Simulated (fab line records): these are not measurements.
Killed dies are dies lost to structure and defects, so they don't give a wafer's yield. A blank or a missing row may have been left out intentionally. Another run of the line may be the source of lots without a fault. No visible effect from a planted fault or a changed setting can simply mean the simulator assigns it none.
Struck lot and sound lot, side by side	flow gf180mcu	15 out of 602 route steps
Sound: the wafers L371.3, L371.4, L371.6. Wafers L374.3, L374.4, L374.5 were the ones struck. The cause is given at the end.
Per side, at each step with rows, come the tool, then ch with its chambers, and then its first start. Under that, the readings that differ: sound wafers	struck wafers	difference of the means	sigmas: that difference in standard deviations of wafers without a fault.
alike: same words and numbers on both sides, and readings whose means sit less than 2 such deviations apart. not compared: any withheld reading, any reading some wafer has no value for, any bound like >300 that may hide the same value, and any number with overlapping values for which the record gives no deviation.
Wherever a step has rows on one side only, a row that says differs or no value, or a row with sigmas, the two part there. When numbers do not overlap yet have no deviation, they are printed without sigmas and do not part them. A reading that every wafer of one side lacks parts them only if that side has two wafers or more.

first, 6 steps without rows for these wafers: GF_DNWELL_COAT_02 (resist thk 3000 nm); GF_DNWELL_SOFTBAKE_03; GF_DNWELL_EXPOSE_04 (exposes mask DNWELL, target cd 1700 nm); GF_DNWELL_PEB_05; GF_DNWELL_DEVELOP_06 (develop time 60 s); GF_DNWELL_IMPLANT_07.
GF_DNWELL_STRIP_08: strips in O2/N2.
  sound on plasma_asher-03 ch 0,1, day 4 03:24; struck on plasma_asher-03 ch 0,1, day 4 19:33
  alike: drypump_motor_current_A, heater_power_w, oes_product_au, strip_time_to_endpoint_s
  not compared: rf_hours_counter_h
GF_DNWELL_TW_MEAS_09:
  sound on film_metro-04 at day 4 03:29; struck on film_metro-02 at day 4 19:38
  alike: DNWELL_TW
then, 4 steps without rows for these wafers: GF_NWELL_DEHYDRATE_00 (time 60 s); GF_NWELL_HMDS_01 (prime time 60 s); GF_NWELL_COAT_02 (resist thk 3000 nm); GF_NWELL_SOFTBAKE_03.
GF_NWELL_EXPOSE_04: exposes mask Nwell, target cd 860 nm.
  sound on iline_stepper-01 ch 0, day 4 10:13; struck on iline_stepper-01 ch 0, day 5 02:38
reading	sound	struck	difference	sigmas
mask	Nwell#0 Nwell#0 Nwell#0	Nwell_R1#0 Nwell_R1#0 Nwell_R1#0	differs	
after that, 1 step had no rows for these wafers: GF_NWELL_PEB_05.
-- the record jumps here: 27 days lie between the struck wafers' starts before and after (it left off in module NWELL and takes up again in module PASSIVATION, whose first step shown is number 602 of the route) --
GF_PASSIVATION_PROBE_99:
  sound on prober-01 at day 30 22:10; struck on prober-02 at day 31 16:16
reading	sound	struck	difference	sigmas
model.etest.pwell_in_dnwell.line_ohm_um	3940 3985 3927	4984 5180 4902	+1071	
model.etest.ldpmos_10p0.r_on_ohm_um	1.129e+04 1.116e+04 1.13e+04	1.139e+04 1.141e+04 1.136e+04	+1.367e+02	
model.etest.pwell_in_dnwell.width_nm (nm)	605.6 600.7 601.6	505.7 501.9 509.7	-96.9	
model.etest.nwell.width_nm (nm)	851.3 856.2 860.1	904.4 907.2 905.5	+49.8	
  not compared: model.etest.ldpmos_10p0.drive_ua_um

## WHERE THEY PART
GF_NWELL_EXPOSE_04 only, going by this record.

WHY: whatever the simulator had introduced
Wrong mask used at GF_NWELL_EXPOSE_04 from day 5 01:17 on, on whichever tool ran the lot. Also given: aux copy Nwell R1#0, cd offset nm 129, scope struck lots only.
